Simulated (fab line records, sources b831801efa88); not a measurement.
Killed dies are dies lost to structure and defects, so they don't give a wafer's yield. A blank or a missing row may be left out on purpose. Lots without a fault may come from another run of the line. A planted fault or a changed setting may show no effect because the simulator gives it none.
Which tool did it? | flow gf180mcu | 13 lots, 39 wafers sampled, at 4 steps of a route of 602

WHAT THE GAUGES READ, wafer by wafer
GF_M4_THK_MEAS_06: measures by xrf. Usual: M4_ALCU_THK 442 nm, standard deviation 5.7.
lot  | measured     | on            | M4_ALCU_THK (nm) | flag
L679 | day 22 04:31 | film_metro-04 | 446 440 446      |
L681 | day 22 19:12 | film_metro-04 | 433 430 432      |
L682 | day 23 12:47 | film_metro-02 | 443 440 443      |
L684 | day 24 21:57 | film_metro-04 | 440 443 438      |
L685 | day 24 22:32 | film_metro-02 | 459 456 454      |
L692 | day 27 11:08 | film_metro-02 | 441 442 437      |
L693 | day 27 14:26 | film_metro-03 | 447 445 445      |
L694 | day 27 23:44 | film_metro-03 | 439 442 443      |
L695 | day 28 13:18 | film_metro-02 | 440 441 445      |
L697 | day 28 15:02 | film_metro-03 | 440 437 439      |
L698 | day 29 05:14 | film_metro-02 | 442 440 437      |
L699 | day 29 06:23 | film_metro-04 | 439 443 440      |
L700 | day 29 13:26 | film_metro-04 | 445 442 443      |

GF_M4_CD_MEAS_14: target cd 280 nm. Usual: cd_nm 279.8 nm, standard deviation 1.1.
lot  | measured     | on        | cd_nm (nm)        | flag
L679 | day 23 03:11 | cd_sem-01 | 280.6 281.5 281.8 |
L681 | day 23 17:40 | cd_sem-01 | 281.4 280.5 281.0 |
L682 | day 24 11:37 | cd_sem-01 | 279.6 280.5 278.6 |
L684 | day 25 18:04 | cd_sem-01 | 279.5 279.8 279.3 |
L685 | day 25 18:17 | cd_sem-01 | 280.6 279.1 281.1 |
L692 | day 28 06:01 | cd_sem-02 | 279.9 280.1 280.2 |
L693 | day 28 09:58 | cd_sem-01 | 280.6 281.6 280.8 |
L694 | day 28 18:41 | cd_sem-01 | 280.3 281.3 280.7 |
L695 | day 29 08:25 | cd_sem-02 | 281.9 279.8 281.3 |
L697 | day 29 10:03 | cd_sem-02 | 279.4 280.3 280.1 |
L698 | day 30 00:02 | cd_sem-01 | 279.1 280.0 279.2 |
L699 | day 30 01:15 | cd_sem-01 | 277.9 277.4 277.4 |
L700 | day 30 07:43 | cd_sem-01 | 277.7 277.7 277.9 |

GF_V4_THK_MEAS_01. Usual: V4_CVD_00_THK 597 nm, standard deviation 5.9.
lot  | measured     | on            | V4_CVD_00_THK (nm) | flag
L679 | day 23 04:03 | film_metro-03 | 588 593 588        |
L681 | day 23 18:32 | film_metro-01 | 595 593 600        |
L682 | day 24 12:29 | film_metro-02 | 597 599 606        |
L684 | day 25 18:55 | film_metro-01 | 604 604 605        |
L685 | day 25 19:08 | film_metro-03 | 593 605 594        |
L692 | day 28 07:02 | film_metro-03 | 605 592 596        |
L693 | day 28 10:59 | film_metro-03 | 595 594 588        |
L694 | day 28 19:41 | film_metro-01 | 590 589 595        |
L695 | day 29 09:17 | film_metro-03 | 589 596 591        |
L697 | day 29 10:58 | film_metro-01 | 592 600 593        |
L698 | day 30 00:54 | film_metro-01 | 598 601 593        |
L699 | day 30 02:06 | film_metro-03 | 604 602 599        |
L700 | day 30 08:35 | film_metro-03 | 592 591 598        |

WHICH TOOL RAN EACH LOT (tool, then ch and the chambers of the sampled wafers, then the start)
lot  | GF_M4_METAL_ETCH_16
L679 | rie_metal-03 ch 0,1, day 23 03:20
L681 | rie_metal-03 ch 0,1, day 23 17:49
L682 | rie_metal-03 ch 0,1, day 24 11:47
L684 | rie_metal-03 ch 0,1, day 25 18:12
L685 | rie_metal-02 ch 0,1, day 25 18:26
L692 | rie_metal-03 ch 1, day 28 06:12
L693 | rie_metal-03 ch 1, day 28 10:07
L694 | rie_metal-03 ch 1, day 28 18:51
L695 | rie_metal-01 ch 0,1, day 29 08:33
L697 | rie_metal-01 ch 0,1, day 29 10:13
L698 | rie_metal-03 ch 0,1, day 30 00:10
L699 | rie_metal-01 ch 0,1, day 30 01:24
L700 | rie_metal-02 ch 0,1, day 30 07:52
- GF_M4_METAL_ETCH_16: etches the open film in Cl2/BCl3, stops on SiO2, target depth 627.5 nm, time 104.6 s.

WHAT THE TOOLS THEMSELVES READ (means of the sampled wafers that have a number; where no wafer has one, the mark that the record gives instead)
GF_M4_METAL_ETCH_16. Usual: bias_w 140.0 W, standard deviation 0.43; drypump_motor_current_A 5.6 A, standard deviation 0.51; he_backside_leak_sccm 3.30 sccm, standard deviation 0.21; oes_product_au 0.972 a.u., standard deviation 0.0054; throttle_valve_pct 28.249 %, standard deviation 0.01.
lot  | tool         | bias_w (W) | drypump_motor_current_A (A) | he_backside_leak_sccm (sccm) | oes_product_au (a.u.) | throttle_valve_pct (%) | flag
L679 | rie_metal-03 | 140.6      | 5.6                         | 3.12                         | 0.974                 | 28.247                 |
L681 | rie_metal-03 | 139.6      | 5.6                         | 3.25                         | 0.965                 | 28.260                 |
L682 | rie_metal-03 | 152.0      | 5.6                         | 3.21                         | 0.975                 | 28.261                 | OFF
L684 | rie_metal-03 | 152.1      | 5.6                         | 3.26                         | 0.967                 | 28.250                 | OFF
L685 | rie_metal-02 | 140.4      | 5.6                         | 3.45                         | 0.974                 | 28.243                 |
L692 | rie_metal-03 | 139.4      | 5.7                         | 3.30                         | 0.974                 | 28.247                 |
L693 | rie_metal-03 | 140.2      | 5.8                         | 3.17                         | 0.975                 | 28.246                 |
L694 | rie_metal-03 | 140.3      | 5.7                         | 3.21                         | 0.970                 | 28.245                 |
L695 | rie_metal-01 | 140.2      | 5.4                         | 3.03                         | 0.979                 | 28.249                 |
L697 | rie_metal-01 | 139.8      | 6.0                         | 3.23                         | 0.973                 | 28.243                 |
L698 | rie_metal-03 | 139.7      | 5.5                         | 3.22                         | 0.973                 | 28.244                 |
L699 | rie_metal-01 | 139.7      | 5.4                         | 3.14                         | 0.970                 | 28.256                 |
L700 | rie_metal-02 | 140.2      | 5.6                         | 3.39                         | 0.975                 | 28.254                 |

THE ANSWER, worked out from the rows above alone
Rule: a lot is off if the mean of its wafers that have a number lies more than 3 standard deviations from the usual mean. A lot without any number at a reading at which 4 lots or more have one is off too. The other lots that the step has rows for count as sound. The gauges are gone through in route order, then the tools' own readings, and for those a lot's mean is taken as printed above. The first step at which some lot is off is used, and at that step the reading that is off furthest; a lot without a number counts as furthest.
Off: L682, L684, at GF_M4_METAL_ETCH_16 (bias_w).
A tool fits if, at that step or a process step before it, it ran every lot that is off, and no sound lot after the first of them. None of those tried fits.

WHAT THE SIMULATOR HAD PUT IN
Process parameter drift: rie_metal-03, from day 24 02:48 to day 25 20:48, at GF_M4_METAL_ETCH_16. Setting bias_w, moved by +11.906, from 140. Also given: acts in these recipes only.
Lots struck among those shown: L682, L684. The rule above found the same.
